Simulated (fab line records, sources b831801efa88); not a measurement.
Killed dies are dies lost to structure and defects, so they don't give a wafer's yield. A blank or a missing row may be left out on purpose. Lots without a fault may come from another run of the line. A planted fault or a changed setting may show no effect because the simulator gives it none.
One fault seen from 2 desks | flow sky130 | each desk has only its own numbers; what lay behind them comes last

THE METROLOGY DESK
What the gauges read, lot by lot, whatever tool the lot ran on: means of the sampled wafers that have a number. A lot is out of limits, marked OUT, if its mean lies more than 4 standard deviations from the usual mean; the brackets give that distance.
Columns: A = RES_XHIGH_RS at SKY_SD_N_RS_MEAS_18, usual 333.2 ohm/sq; B = VIA1_BOW at SKY_VIA1_BOW_MEAS_03, usual 80 um; C = VIA4_W_RS at SKY_VIA4_RS_MEAS_19, usual 0.2266 ohm/sq; D = VIA4_W_THK at SKY_VIA4_THK_MEAS_20, usual 499 nm
lot  | first seen here | A     | B  | C                | D
L245 | day 28 03:31    | 333.4 | 77 | 0.2281           | 494
L246 | day 28 10:05    | 331.4 | 77 | 0.2225           | 512
L248 | day 29 06:20    | 333.0 | 74 | 0.2275           | 496
L250 | day 29 23:32    | 333.0 | 83 | 0.2276           | 500
L254 | day 31 06:33    | 333.6 | 73 | 0.2823 (+21) OUT | 410 (-14) OUT
L255 | day 31 16:32    | 334.0 | 83 | 0.2547 (+11) OUT | 453 (-7.0) OUT
L256 | day 32 01:16    | 332.4 | 80 | 0.2561 (+11) OUT | 453 (-7.1) OUT
L261 | day 33 11:15    | 332.6 | 80 | 0.2225           | 507
L266 | day 35 01:39    | 333.4 | 79 | 0.2283           | 492
L267 | day 36 13:34    | 334.8 | 81 | 0.2241           | 507
This desk's finding: out of limits on L254, L255, L256; first on L254, day 45 09:49 (VIA4_W_RS at SKY_VIA4_RS_MEAS_19). In limits: L245, L246, L248, L250, L261, L266, L267.

THE TOOL OWNER'S DESK: cvd_w-02
The tool's own readings at SKY_VIA4_CVD_18 (deposits W, target thk 505 nm, time 152.14 s): means of the sampled wafers that have a number, for each lot that ran on this tool. A lot is out of limits, marked OUT, if its mean lies more than 4 standard deviations from the usual mean; the brackets give that distance.
Columns: A = heater_power_w at SKY_VIA4_CVD_18, usual 826 W
lot  | first seen here | A
L245 | day 42 23:29    | 816
L248 | day 43 22:33    | 811
L250 | day 44 10:58    | 824
L254 | day 45 09:39    | 824
L255 | day 45 18:09    | 821
L256 | day 46 02:40    | 825
L266 | day 48 08:37    | 804
This desk's finding: nothing out of limits on any of the 7 lots.

PUT TOGETHER
The metrology desk could have raised an alarm at day 45 09:49, on L254, L255, L256.
The tool owner's desk saw nothing out of limits.
The tool owner's desk has L254, L255, L256 on record, within its limits.
Of the lots named, all ran SKY_VIA4_CVD_18 on cvd_w-02.

WHAT THE SIMULATOR HAD PUT IN
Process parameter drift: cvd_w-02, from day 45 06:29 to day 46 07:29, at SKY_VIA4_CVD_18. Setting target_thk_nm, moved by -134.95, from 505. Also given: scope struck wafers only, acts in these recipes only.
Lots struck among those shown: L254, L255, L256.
Hours from the fault's start to each desk's first reading out of limits: the metrology desk, 3.
